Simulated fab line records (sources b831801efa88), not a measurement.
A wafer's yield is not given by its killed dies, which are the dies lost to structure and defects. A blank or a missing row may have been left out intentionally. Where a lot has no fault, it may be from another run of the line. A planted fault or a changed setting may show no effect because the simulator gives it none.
fab line records	flow sky130
record lots=6	wafers=18	last_day=49
route steps=708 shown FIELD_ISO@8 NWELL@32 DNWELL@35 PWDE@45 PAD_OPEN@708
lots that met no fault: taken from a fault-free run of the same line
start_h: hours from the record's opening day to when the first of the lot's shown wafers began	wait_h: how many hours have passed since the lot's step before this one	" repeats the value in the row above	L1.1+2: a row that stands for several wafers	- no value present, or no start provided	* or withheld: withheld	< > ~ a bound
route shown NAME@n: names a module that has steps shown in the file, with the first one's number in the route	usual: mean/standard deviation taken from wafers without a fault	same: alike in all rows	chamber/n: place in a boat	sites: each site's reading	_std_site: how widely they spread, as a standard deviation	_edge_site: inner sites' mean taken away from outer sites' mean	radius_mm: for every site, how far away it sits from the centre of the wafer	mask NAME#n: copy n	behind: tool/chamber where the wafer was last shaped	hold: why the lot went on hold/how many hours it stayed there/how the hold came to an end	device: the n, p or np transistor that did not switch	end of line: tests of these same wafers at the route's end	for a step that has no rows: nothing shown but its recipe	killed: not the wafer's yield, but the dies lost to structure and defects at the first sort	map: a wafer's dies, marking killed ones x, the rest . and places with no die _
set.NAME: the setting the step ran with; set.NAME@STEP: the setting that earlier step ran with	model.NAME: the simulator's own value behind a step, which no gauge read
lots at selected steps of the route; one table per step, one row per wafer
services: the hour from which a tool's chamber was out of use, counted from the record's first day as start_h (under 0 if before that day), plus the number of hours and why
## steps
# step SKY_FIELD_ISO_COAT_07
# recipe resist=BARC	temp_c=withheld	time_s=withheld	spin_rpm=3000	resist_thk_nm=60
# step SKY_FIELD_ISO_COAT_08
# recipe resist=KrF-thick	spin_rpm=3000	resist_thk_nm=450
# step SKY_FIELD_ISO_SOFTBAKE_09
# recipe temp_c=100	time_s=90	resist=KrF-thick
# step SKY_FIELD_ISO_EXPOSE_10
# recipe mask_id=FOM	na=0.68	source_shape=annular	sigma_inner=0.4	sigma_outer=0.8	target_cd_nm=150	dose_mj=28
# step SKY_FIELD_ISO_PEB_11
# recipe peb_temp_c=withheld	peb_time_s=withheld	resist=KrF-thick
# step SKY_FIELD_ISO_DEVELOP_12
# recipe develop_time_s=60	resist=KrF-thick	dev_temp_c=21
# step SKY_FIELD_ISO_CD_MEAS_13
# recipe target_cd_nm=150
# usual cd_nm=149.8/1.5
lot.wafer	tool	chamber	start_h	wait_h	cd_nm
L659.1	cd_sem-02	-	46.11	-	150.8
L659.5	"	-	"	"	148.8
L659.6	"	-	"	"	150.3
L662.4	cd_sem-02	-	58.95	-	150.3
L662.5	"	-	"	"	151.7
L662.6	"	-	"	"	150.5
L663.1	cd_sem-01	-	64.81	-	150.1
L663.3	"	-	"	"	149.6
L663.6	"	-	"	"	149.9
L665.1	cd_sem-01	-	76.59	-	149.8
L665.2	"	-	"	"	149.0
L665.5	"	-	"	"	149.5
L666.1	cd_sem-02	-	87.04	-	148.4
L666.5	"	-	"	"	149.9
L666.6	"	-	"	"	146.9
L673.3	cd_sem-01	-	117.38	-	152.8
L673.5	"	-	"	"	152.3
L673.6	"	-	"	"	153.6
# step SKY_FIELD_ISO_ETCH_14
# recipe chemistry=N2/H2	target=BARC	ion_energy_ev=200	source_w=500	bias_w=100	pressure_mtorr=30	n2_flow_sccm=100	h2_flow_sccm=200	stop_on=SiO2	time_s=45.9	target_depth_a=600
# usual drypump_motor_current_A=5.5/0.51	h2_flow_sccm=200.0/0.59	oes_product_au=0.855/0.0047	rf_fwd_power_W=495.2/2.5	throttle_valve_pct=13.226/0.0095
lot.wafer	tool	chamber	start_h	wait_h	drypump_motor_current_A	h2_flow_sccm	oes_product_au	rf_fwd_power_W	rf_hours_counter_h	throttle_valve_pct
L659.1	rie_diel-01	2	46.23	0.1	5.0	200.8	0.862	498.0	3	13.235
L659.5	"	3	"	"	6.0	199.4	0.858	491.9	-	13.213
L659.6	"	0	"	"	4.8	199.5	0.850	499.1	-	13.233
L662.4	rie_diel-04	0	59.01	0.0	5.0	200.0	0.853	498.1	26	13.226
L662.5	"	0	"	"	5.0	199.7	0.857	496.1	-	13.221
L662.6	"	3	"	"	5.2	200.5	0.857	493.3	-	13.227
L663.1	rie_diel-04	2	64.93	0.1	5.2	200.3	0.851	494.9	100	13.237
L663.3	"	0	"	"	5.0	199.1	0.851	496.5	26	13.223
L663.6	"	0	"	"	5.0	197.9	0.860	498.1	-	13.233
L665.1	rie_diel-01	1	76.71	0.1	6.0	199.7	0.858	495.5	77	13.221
L665.2	"	0	"	"	4.8	199.5	0.857	496.7	3	13.235
L665.5	"	1	"	"	6.0	199.9	0.857	495.0	-	13.237
L666.1	rie_diel-04	1	87.16	0.1	6.0	199.9	0.849	491.6	4	13.202
L666.5	"	2	"	"	5.2	200.0	0.850	497.0	-	13.249
L666.6	"	1	"	"	6.0	200.3	0.854	491.2	-	13.228
L673.3	rie_diel-04	0	117.46	0.1	5.0	199.6	0.856	498.9	28	13.209
L673.5	"	0	"	"	5.0	200.3	0.857	498.2	-	13.228
L673.6	"	3	"	"	5.2	200.3	0.852	496.3	-	13.228
# step SKY_FIELD_ISO_ETCH_15
# recipe chemistry=CHF3/O2	target_depth_nm=180	stop_on=Si	source_w=600	bias_w=200	pressure_mtorr=40	chf3_flow_sccm=50	O2_flow_sccm=5	time_s=72
# usual O2_flow_sccm=4.998/0.015	drypump_motor_current_A=5.5/0.5	oes_product_au=0.947/0.0075	rf_fwd_power_W=595.6/2.3	throttle_valve_pct=8.844/0.0085
lot.wafer	tool	chamber	start_h	wait_h	O2_flow_sccm	drypump_motor_current_A	oes_product_au	rf_fwd_power_W	rf_hours_counter_h	throttle_valve_pct
L659.1	rie_diel-01	2	46.28	0.0	5.025	5.0	0.942	594.7	3	8.850
L659.5	"	3	"	"	4.990	6.0	0.952	593.1	-	8.841
L659.6	"	0	"	"	5.046	4.8	0.949	596.6	-	8.849
L662.4	rie_diel-04	0	59.05	0.0	5.003	5.0	0.950	595.4	26	8.853
L662.5	"	0	"	"	4.996	5.0	0.951	595.5	-	8.849
L662.6	"	3	"	"	4.984	5.2	0.952	592.5	-	8.851
L663.1	rie_diel-04	2	64.98	0.0	5.004	5.2	0.946	597.1	100	8.849
L663.3	"	0	"	"	4.975	5.0	0.947	598.9	26	8.846
L663.6	"	0	"	"	4.987	5.0	0.949	600.3	-	8.852
L665.1	rie_diel-01	1	76.75	0.0	4.997	6.1	0.955	596.3	77	8.855
L665.2	"	0	"	"	4.983	4.8	0.953	596.4	3	8.847
L665.5	"	1	"	"	5.008	6.1	0.954	597.0	-	8.835
L666.1	rie_diel-04	1	87.20	0.0	4.980	6.0	0.947	590.3	4	8.852
L666.5	"	2	"	"	4.992	5.2	0.950	591.1	-	8.855
L666.6	"	1	"	"	5.014	6.0	0.954	589.6	-	8.845
L673.3	rie_diel-04	0	117.50	0.0	4.957	5.0	0.951	600.3	28	8.859
L673.5	"	0	"	"	4.996	5.0	0.959	596.7	-	8.827
L673.6	"	3	"	"	4.980	5.1	0.959	595.0	-	8.842
# step SKY_FIELD_ISO_STRIP_16
# recipe chemistry=O2/N2	power_w=1400	pressure_mtorr=1500	platen_temp_c=withheld	o2_flow_sccm=3000	n2_flow_sccm=300	overash_fraction=0.5
# usual drypump_motor_current_A=5.3/0.34	oes_product_au=0.378/0.0043	strip_time_to_endpoint_s=3.543/0.026
lot.wafer	tool	chamber	start_h	wait_h	drypump_motor_current_A	oes_product_au	rf_hours_counter_h	strip_time_to_endpoint_s
L659.1	plasma_asher-02	0	46.33	0.0	5.0	0.369	34	3.566
L659.5	"	0	"	"	4.9	0.378	-	3.591
L659.6	"	1	"	"	5.6	0.382	-	3.583
L662.4	plasma_asher-02	1	59.14	0.1	5.6	0.373	-	3.523
L662.5	"	0	"	"	5.0	0.377	-	3.521
L662.6	"	1	"	"	5.6	0.376	-	3.570
L663.1	plasma_asher-03	0	65.03	0.0	5.5	0.377	24	3.514
L663.3	"	1	"	"	5.8	0.372	-	3.489
L663.6	"	1	"	"	5.7	0.379	-	3.497
L665.1	plasma_asher-02	1	76.81	0.0	5.6	0.386	37	3.544
L665.2	"	0	"	"	5.0	0.383	37	3.573
L665.5	"	0	"	"	5.0	0.374	-	3.529
L666.1	plasma_asher-02	1	87.26	0.0	5.6	0.374	38	3.536
L666.5	"	0	"	"	4.9	0.380	-	3.550
L666.6	"	1	"	"	5.6	0.378	-	3.549
L673.3	plasma_asher-03	0	117.59	0.1	5.5	0.376	-	3.529
L673.5	"	0	"	"	5.5	0.375	-	3.524
L673.6	"	1	"	"	5.8	0.379	-	3.576
# step SKY_FIELD_ISO_ETCH_17
# recipe target_depth_a=3420	mask_material=Si3N4	chemistry=HBr/Cl2/O2	target=Si	taper_deg=5	icp_w=600	bias_w=150	pressure_mtorr=15	HBr_flow_sccm=150	Cl2_flow_sccm=40	O2_flow_sccm=6	time_s=97.7
# usual O2_flow_sccm=6.000/0.018	drypump_motor_current_A=5.79/0.26	oes_product_au=0.996/0.0082	rf_fwd_power_W=596.4/2	throttle_valve_pct=25.658/0.01
lot.wafer	tool	chamber	start_h	wait_h	O2_flow_sccm	drypump_motor_current_A	oes_product_au	rf_fwd_power_W	rf_hours_counter_h	throttle_valve_pct
L659.1	rie_si-01	0	46.43	0.1	5.971	6.05	0.999	597.3	30	25.650
L659.5	"	3	"	"	6.026	6.16	0.996	596.5	-	25.657
L659.6	"	0	"	"	5.997	6.05	0.994	597.6	-	25.661
L662.4	rie_si-02	0	59.21	0.0	6.001	5.66	0.989	597.6	92	25.668
L662.5	"	2	"	"	5.977	5.93	1.007	596.7	-	25.636
L662.6	"	1	"	"	5.991	5.66	0.991	598.4	-	25.657
L663.1	rie_si-02	1	65.13	0.1	6.026	5.69	0.990	596.9	131	25.667
L663.3	"	3	"	"	5.999	5.65	0.972	596.3	21	25.681
L663.6	"	1	"	"	6.010	5.67	0.988	595.8	-	25.653
L665.1	rie_si-01	1	76.91	0.1	5.980	5.31	1.002	599.3	48	25.653
L665.2	"	3	"	"	6.010	6.16	0.996	594.5	87	25.668
L665.5	"	0	"	"	6.009	6.06	1.008	594.4	-	25.644
L666.1	rie_si-01	3	87.36	0.1	6.022	6.16	1.004	597.7	87	25.659
L666.5	"	2	"	"	5.997	5.95	1.002	600.9	-	25.649
L666.6	"	3	"	"	5.976	6.18	1.004	597.6	-	25.658
L673.3	rie_si-02	1	117.65	0.0	6.020	5.67	1.002	598.0	131	25.651
L673.5	"	0	"	"	6.029	5.66	0.991	595.7	-	25.663
L673.6	"	1	"	"	6.002	5.67	1.000	601.1	-	25.646
# step SKY_FIELD_ISO_WET_ETCH_18
# recipe chemistry=H3PO4	target_depth_nm=25	temp_c=160	target=Si3N4	time_s=286
# step SKY_FIELD_ISO_CLEAN_19
# recipe chemistry=SC1/SC2	mix=1:4:20	temp_c=70	time_s=150
lot.wafer	tool	chamber	start_h	wait_h
L659.1+5+6	wet_bench-04	2	46.59	0.0
L662.4+5+6	wet_bench-04	3	59.37	0.0
L663.1+3+6	wet_bench-03	1	65.29	0.0
L665.1+2+5	wet_bench-04	0	77.07	0.0
L666.1+5+6	wet_bench-04	3	87.52	0.0
L673.3+5+6	wet_bench-03	2	117.81	0.0
# step SKY_FIELD_ISO_CLEAN_20
# recipe chemistry=dHF	time_s=20	dilution=100:1
# step SKY_FIELD_ISO_WET_ETCH_21
# recipe chemistry=dHF	dilution=100:1	target_depth_nm=20	dry=ipa_marangoni	target=SiO2	temp_c=25	time_s=400
# step SKY_FIELD_ISO_OXIDATION_22
# recipe temp_c=950	ambient=O2	stabilise_s=600	purge_s=300	target_thk_a=100	ox_time_s=623
# step SKY_FIELD_ISO_THK_MEAS_23
# recipe reads=SiO2_of_FIELD_ISO_OXIDATION_22
# usual FIELD_ISO_OXIDATION_01_THK=10.04/0.19
lot.wafer	tool	chamber	start_h	wait_h	FIELD_ISO_OXIDATION_01_THK[nm]
L659.1	film_metro-04	-	48.23	0.0	10.24
L659.5	"	-	"	"	10.20
L659.6	"	-	"	"	10.08
L663.1	film_metro-03	-	66.78	0.0	10.05
L663.3	"	-	"	"	10.11
L663.6	"	-	"	"	10.22
L662.4	film_metro-01	-	66.81	0.0	10.08
L662.5	"	-	"	"	10.19
L662.6	"	-	"	"	10.11
L665.1	film_metro-03	-	79.47	0.0	10.22
L665.2	"	-	"	"	10.18
L665.5	"	-	"	"	10.31
L666.1	film_metro-01	-	89.83	0.0	9.83
L666.5	"	-	"	"	9.79
L666.6	"	-	"	"	9.99
L673.3	film_metro-01	-	120.73	0.0	9.91
L673.5	"	-	"	"	9.91
L673.6	"	-	"	"	9.91
# step SKY_FIELD_ISO_CVD_24
# recipe material=SiO2	target_thk_nm=595	temp_c=650	sigma_open_frac=0.3	time_s=99.2	sih4_flow_sccm=60	pressure_mtorr=6
# step SKY_FIELD_ISO_THK_MEAS_25
# recipe reads=SiO2_of_FIELD_ISO_CVD_24
# usual FIELD_ISO_CVD_24_THK=593/5.3
lot.wafer	tool	chamber	start_h	wait_h	FIELD_ISO_CVD_24_THK[nm]
L659.1	film_metro-03	-	48.36	0.0	593
L659.5	"	-	"	"	596
L659.6	"	-	"	"	598
L662.4	film_metro-03	-	66.94	0.0	602
L662.5	"	-	"	"	603
L662.6	"	-	"	"	599
L663.1	film_metro-01	-	66.98	0.0	586
L663.3	"	-	"	"	591
L663.6	"	-	"	"	600
L665.1	film_metro-01	-	79.60	0.0	586
L665.2	"	-	"	"	598
L665.5	"	-	"	"	589
L666.1	film_metro-03	-	89.96	0.0	599
L666.5	"	-	"	"	586
L666.6	"	-	"	"	589
L673.3	film_metro-01	-	120.86	0.1	586
L673.5	"	-	"	"	595
L673.6	"	-	"	"	588
# step SKY_FIELD_ISO_ANNEAL_26
# recipe temp_c=1000	time_s=1800	ambient=N2
# step SKY_FIELD_ISO_CMP_27
# recipe stop_on=Si3N4	t_overpolish_s=16	down_force_psi=4	platen_rpm=60	target_thk_nm=457.8	pad_velocity_m_s=0.94248
# usual motor_current_A=11.5/0.97	overpolish_run_s=16.000/0.0093	slurry_flow_ml_min=150.0/0.43	time_to_endpoint_s=113/3.4
lot.wafer	tool	chamber	start_h	wait_h	motor_current_A	overpolish_run_s	slurry_flow_ml_min	time_to_endpoint_s
L659.1	cmp-01	3	50.07	0.1	11.4	15.996	149.6	114
L659.6	"	0	"	"	12.7	15.995	150.3	112
L659.5	"	1	"	"	11.9	16.016	150.9	116
L662.4	cmp-02	3	72.79	0.2	10.4	16.001	150.1	113
L662.6	"	0	"	"	11.6	15.993	150.3	109
L662.5	"	1	"	"	10.5	16.022	150.4	115
L663.1	cmp-01	2	72.81	0.2	10.9	16.006	150.6	109
L663.3	"	1	"	"	11.2	16.001	150.0	115
L663.6	"	3	"	"	12.2	16.017	150.6	113
L665.1	cmp-02	0	83.13	0.0	12.0	16.022	148.8	109
L665.2	"	1	"	"	10.8	15.982	149.9	112
L665.5	"	0	"	"	12.3	16.001	149.4	111
L666.1	cmp-02	1	91.62	0.1	10.3	16.004	150.3	112
L666.5	"	3	"	"	10.1	16.000	149.8	111
L666.6	"	0	"	"	12.2	15.994	150.0	105
L673.3	cmp-01	0	123.32	0.1	12.7	15.994	149.7	114
L673.5	"	2	"	"	10.7	15.997	149.8	113
L673.6	"	3	"	"	11.1	16.013	150.6	111
# step SKY_FIELD_ISO_WET_ETCH_28
# recipe chemistry=dHF	target_depth_nm=23.7	target=SiO2	dilution=10:1	temp_c=25	time_s=47
# step SKY_FIELD_ISO_WET_ETCH_29
# recipe chemistry=H3PO4	target_depth_nm=160	target=Si3N4	temp_c=160	time_s=1825
# step SKY_FIELD_ISO_WET_ETCH_30
# recipe chemistry=dHF	target_depth_nm=25	target=SiO2	dilution=10:1	temp_c=25	time_s=50
# step SKY_NWELL_CLEAN_00
# recipe chemistry=SC1/SC2	mix=1:4:20	temp_c=70	time_s=150	dry=n2_spin
# step SKY_NWELL_OXIDATION_01
# recipe temp_c=900	ambient=O2	stabilise_s=600	purge_s=300	target_thk_a=100	ox_time_s=1418
# step SKY_NWELL_THK_MEAS_02
# recipe reads=SiO2_of_NWELL_OXIDATION_01
# usual NWELL_OXIDATION_THK=10.02/0.21
lot.wafer	tool	chamber	start_h	wait_h	NWELL_OXIDATION_THK[nm]
L659.1	film_metro-02	-	52.93	0.0	9.52
L659.5	"	-	"	"	9.59
L659.6	"	-	"	"	9.63
L663.1	film_metro-04	-	75.54	0.0	9.91
L663.3	"	-	"	"	10.02
L663.6	"	-	"	"	9.84
L662.4	film_metro-02	-	75.57	0.0	10.21
L662.5	"	-	"	"	10.17
L662.6	"	-	"	"	10.18
L665.1	film_metro-01	-	85.93	0.0	10.16
L665.2	"	-	"	"	10.16
L665.5	"	-	"	"	10.07
L666.1	film_metro-04	-	94.32	0.0	10.14
L666.5	"	-	"	"	10.13
L666.6	"	-	"	"	10.28
L673.3	film_metro-01	-	126.27	0.0	9.71
L673.5	"	-	"	"	9.77
L673.6	"	-	"	"	9.90
# step SKY_DNWELL_DEHYDRATE_00
# recipe temp_c=200	time_s=60
# step SKY_DNWELL_HMDS_01
# recipe prime_time_s=60	prime_temp_c=120
# step SKY_DNWELL_COAT_02
# recipe spin_rpm=2000	resist_thk_nm=3000
# step SKY_DNWELL_SOFTBAKE_03
# recipe temp_c=110	time_s=withheld
# step SKY_DNWELL_EXPOSE_04
# recipe mask_id=DNM	na=0.57	target_cd_nm=3000	dose_mj=222
# step SKY_DNWELL_PEB_05
# recipe temp_c=115	time_s=withheld
# step SKY_DNWELL_DEVELOP_06
# recipe wall_angle_deg=90	developer=TMAH	develop_time_s=60	dev_temp_c=23
# step SKY_DNWELL_IMPLANT_07
# recipe species=P	energy_kev=withheld	dose_cm2=withheld	tilt_deg=withheld
# step SKY_DNWELL_STRIP_08
# recipe chemistry=O2/N2	power_w=1400	pressure_mtorr=1500	platen_temp_c=withheld	o2_flow_sccm=3000	n2_flow_sccm=300	overash_fraction=0.5
# step SKY_DNWELL_TW_MEAS_09
# usual DNWELL_TW=1118/8.2
lot.wafer	tool	chamber	start_h	wait_h	DNWELL_TW
L659.1	film_metro-01	-	68.91	0.1	1122
L659.5	"	-	"	"	1120
L659.6	"	-	"	"	1128
L662.4	film_metro-04	-	92.07	0.1	1121
L662.5	"	-	"	"	1116
L662.6	"	-	"	"	1116
L663.1	film_metro-04	-	92.23	0.1	1109
L663.3	"	-	"	"	1119
L663.6	"	-	"	"	1109
L665.1	film_metro-01	-	103.93	0.1	1131
L665.2	"	-	"	"	1140
L665.5	"	-	"	"	1132
L666.1	film_metro-01	-	112.98	0.1	1135
L666.5	"	-	"	"	1134
L666.6	"	-	"	"	1133
L673.3	film_metro-02	-	145.21	0.1	1121
L673.5	"	-	"	"	1123
L673.6	"	-	"	"	1118
# step SKY_PWDE_DEHYDRATE_00
# recipe temp_c=200	time_s=60
# step SKY_PWDE_HMDS_01
# recipe prime_time_s=60	prime_temp_c=120
# step SKY_PWDE_COAT_02
# recipe spin_rpm=2000	resist_thk_nm=3000
# step SKY_PWDE_SOFTBAKE_03
# recipe temp_c=110	time_s=withheld
# step SKY_PWDE_EXPOSE_04
# recipe mask_id=PWDEM	na=0.6	source_shape=conventional	sigma_outer=0.6	polarization=unpolarized	target_cd_nm=840	dose_mj=214
# step SKY_PAD_OPEN_PROBE_99
# usual killed_at_M0_to_M3=44/7	killed_at_M4_up=3.0/1.9	killed_at_contacts=24/5.4	killed_at_front_end=15/4.6	killed_at_other=0.3/0.5	killed_dies=87/10	killed_open=47/7	killed_short=40/6.2
# same gross_dies=492	killed_at_back_side=0
lot.wafer	tool	chamber	start_h	wait_h	killed_at_M0_to_M3	killed_at_M4_up	killed_at_contacts	killed_at_front_end	killed_at_other	killed_dies	killed_open	killed_short
L659.1	prober-01	-	1085.15	0.1	38	5	28	19	0	90	51	39
L659.5	prober-01	-	1085.35	0.2	47	5	25	13	0	90	52	38
L659.6	prober-01	-	1085.40	0.2	54	1	29	12	0	96	52	44
L665.1	prober-01	-	1128.11	0.1	50	0	13	43	0	106	41	39
L665.2	prober-01	-	1128.16	0.1	33	4	23	40	0	100	36	38
L665.5	prober-01	-	1128.31	0.2	41	4	29	41	0	115	45	42
L666.1	prober-01	-	1138.62	0.1	38	4	28	84	0	154	41	40
L666.5	prober-01	-	1138.82	0.2	40	2	28	76	0	146	46	36
L666.6	prober-01	-	1138.87	0.2	46	2	25	76	1	150	43	40
L673.3	prober-02	-	1174.94	0.2	43	4	20	10	1	78	40	38
L673.5	prober-02	-	1175.04	0.2	50	3	17	13	0	83	46	37
L673.6	prober-02	-	1175.09	0.2	40	3	24	18	0	85	42	43
# killed by level:class
L659.1 LI_CONTACT:geometric_particle:open=11 METAL2:geometric_particle:short=10 CONTACT:geometric_particle:open=8 FIELD_ISO:geometric_particle:short=5 VIA1:geometric_particle:open=5 VIA2:geometric_particle:open=5 FIELD_ISO:geometric_particle:open=4 SPACER:geometric_particle:open=4
L659.5 VIA1:geometric_particle:open=13 LI_CONTACT:geometric_particle:open=10 CONTACT:geometric_particle:open=8 METAL1:geometric_particle:short=7 VIA3:geometric_particle:open=6 METAL4:geometric_particle:short=5 METAL2:geometric_particle:short=4 VIA2:geometric_particle:open=4
L659.6 CONTACT:geometric_particle:open=12 METAL1:geometric_particle:short=12 VIA3:geometric_particle:open=10 VIA1:geometric_particle:open=9 LI_CONTACT:geometric_particle:open=7 VIA2:geometric_particle:open=7 LOCAL_INTERCONNECT:geometric_particle:short=5 VIA1:geometric_particle:short=5
L665.1 FIELD_ISO:unspecified=26 VIA1:geometric_particle:open=8 CONTACT:geometric_particle:open=6 METAL3:geometric_particle:short=6 VIA2:geometric_particle:short=6 VIA2:geometric_particle:open=6 VIA3:geometric_particle:open=6 POLY_GATE:geometric_particle:short=5
L665.2 FIELD_ISO:unspecified=26 CONTACT:geometric_particle:open=7 CONTACT:geometric_particle:short=6 METAL2:geometric_particle:short=6 VIA2:geometric_particle:open=6 LI_CONTACT:geometric_particle:open=5 VIA1:geometric_particle:short=5 VIA1:geometric_particle:open=5
L665.5 FIELD_ISO:unspecified=28 VIA1:geometric_particle:open=9 VIA2:geometric_particle:open=9 LI_CONTACT:geometric_particle:open=8 CONTACT:geometric_particle:open=8 CONTACT:geometric_particle:short=7 VIA1:geometric_particle:short=5 METAL2:geometric_particle:short=5
L666.1 FIELD_ISO:unspecified=73 CONTACT:geometric_particle:open=11 VIA1:geometric_particle:open=7 CONTACT:geometric_particle:short=6 VIA3:geometric_particle:open=5 LI_CONTACT:geometric_particle:open=5 METAL1:geometric_particle:short=5 VIA1:geometric_particle:short=4
L666.5 FIELD_ISO:unspecified=64 VIA1:geometric_particle:open=9 CONTACT:geometric_particle:open=8 METAL1:geometric_particle:short=8 LI_CONTACT:geometric_particle:open=7 POLY_GATE:geometric_particle:open=6 CONTACT:geometric_particle:short=5 LOCAL_INTERCONNECT:geometric_particle:short=4
L666.6 FIELD_ISO:unspecified=67 CONTACT:geometric_particle:open=11 VIA3:geometric_particle:open=7 METAL1:geometric_particle:short=7 VIA1:geometric_particle:open=7 CONTACT:geometric_particle:short=6 VIA1:geometric_particle:short=6 VIA2:geometric_particle:open=6
L673.3 VIA2:geometric_particle:open=11 VIA3:geometric_particle:open=10 CONTACT:geometric_particle:open=6 LI_CONTACT:geometric_particle:open=5 CONTACT:geometric_particle:short=5 METAL2:geometric_particle:short=5 LOCAL_INTERCONNECT:geometric_particle:short=4 METAL4:geometric_particle:short=4
L673.5 METAL2:geometric_particle:short=11 VIA1:geometric_particle:open=11 CONTACT:geometric_particle:open=8 VIA2:geometric_particle:open=7 VIA1:geometric_particle:short=6 VIA3:geometric_particle:open=6 FIELD_ISO:geometric_particle:open=5 LI_CONTACT:geometric_particle:open=5
L673.6 METAL2:geometric_particle:short=8 VIA2:geometric_particle:open=7 POLY_GATE:geometric_particle:open=6 LI_CONTACT:geometric_particle:short=6 LI_CONTACT:geometric_particle:open=6 CONTACT:geometric_particle:open=6 VIA1:geometric_particle:open=5 VIA3:geometric_particle:short=5
# map L665.5 (x killed, . not)
__________x.......x._________
________xxxx..x..x...._______
______xxxxxx.x.x........_____
_____xxxxxxxx......x.....____
____xxxxxx.x...........x..___
___x.xx.x..x.........x....x__
__xx.x.x...x....x..........x_
_....................x.......
_.x...x....x..xx..........x..
_.x.xx...x........xx.x.......
_.x.x.....x.....x..x.x...xx..
_.x......x......x............
_..x.....x.....x...x....xx...
_.........xx...xx.xxx........
_..........x..........x......
__x.x......x...xxx.....x...._
___...x.............x..x...__
____.x....x...............___
_____.x.x..xx......x..xx.____
______x....xx..x.......x_____
________x..x.........._______
__________...xx....._________
# map L666.1 (x killed, . not)
__________.x..x....._________
________xxxxxxxxxx...._______
______xxxxxxxxxxxx......_____
_____xxxxxxxxxxxxx......x____
____x.x.xxxxxxxxx.x...x...___
___.x..xxxxxxxxxx..x.x.....__
__.x....xxxxxxxx.........x.._
_.x......xxxx.xx.x.....xx....
_....x..x.x...xx.xx........x.
_x.x..x..x..x.x...x...xx.....
_.......xx..x..x.....x....x..
_xxx..x.....x..x.x.....x...x.
_...........x...x........xxx.
_x..xx..................x.xx.
_...................x........
__........x....x.......x.xx._
___.....x..............xx..__
____.......x...xx...x.xxx.___
_____.x...........xx.....____
______..x..x......xx...._____
________...x...x..x..._______
__________...x......_________
## services
tool	chamber	start_h	hours	kind
plasma_asher-03	-	39.18	21.1	pm
cmp-01	-	44.63	2.7	repair
plasma_asher-02	-	46.81	0.9	repair
cmp-02	-	48.36	3.8	repair
wet_bench-04	-	61.45	2.2	repair
plasma_asher-03	-	62.46	0.8	repair
plasma_asher-02	-	62.61	1.7	repair
cmp-02	-	63.73	3.8	repair
cmp-01	-	64.00	4.0	pm
cmp-01	-	68.00	4.8	pm
rie_si-01	2	75.24	11.0	repair
rie_diel-04	2	83.13	2.0	repair
cmp-02	-	87.43	0.2	repair
cmp-02	-	88.11	2.0	repair
rie_diel-01	1	89.90	21.9	repair
cmp-01	-	90.14	10.9	pm
rie_diel-01	0	94.48	4.5	repair
rie_diel-01	2	97.44	4.8	repair
plasma_asher-02	-	108.75	9.0	pm
plasma_asher-02	0	108.75	9.0	vent_cycle
plasma_asher-02	1	108.75	9.0	vent_cycle
plasma_asher-02	0	117.75	-	clean
rie_si-02	0	119.98	8.4	repair
rie_diel-04	1	120.65	3.1	repair
## key
first_sign step=SKY_PAD_OPEN_PROBE_99	reading=killed_at_front_end	direction=up	sigmas=9.7	usual=15	struck=60
effect step=SKY_PAD_OPEN_PROBE_99	reading=killed_dies	direction=up	sigmas=4.1	usual=87	struck=128	wafers_moved=5
met_at SKY_FIELD_ISO_CLEAN_19
struck_wafers L665.1,L665.2,L665.5,L666.1,L666.5,L666.6
tester_left_out L665,L666
onset_between 59.37 77.07
also_fits SKY_FIELD_ISO_STRIP_16:plasma_asher-02,SKY_FIELD_ISO_ETCH_17:rie_si-01,SKY_FIELD_ISO_CMP_27:cmp-02
fault kind=chamber_particle_source	tool=wet_bench-04	chamber=-	onset_h=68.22	steps=SKY_FIELD_ISO_CLEAN_19	rate_per_visit_cm2=2.0077	end_h=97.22
# tester_left_out: of these lots the tester's yield and bins aren't shown, on N5 and GAA mostly nor the transistor test; their killed dies are dies lost to structure and defects alone, not to doping, threshold or leakage, so they don't give the yield
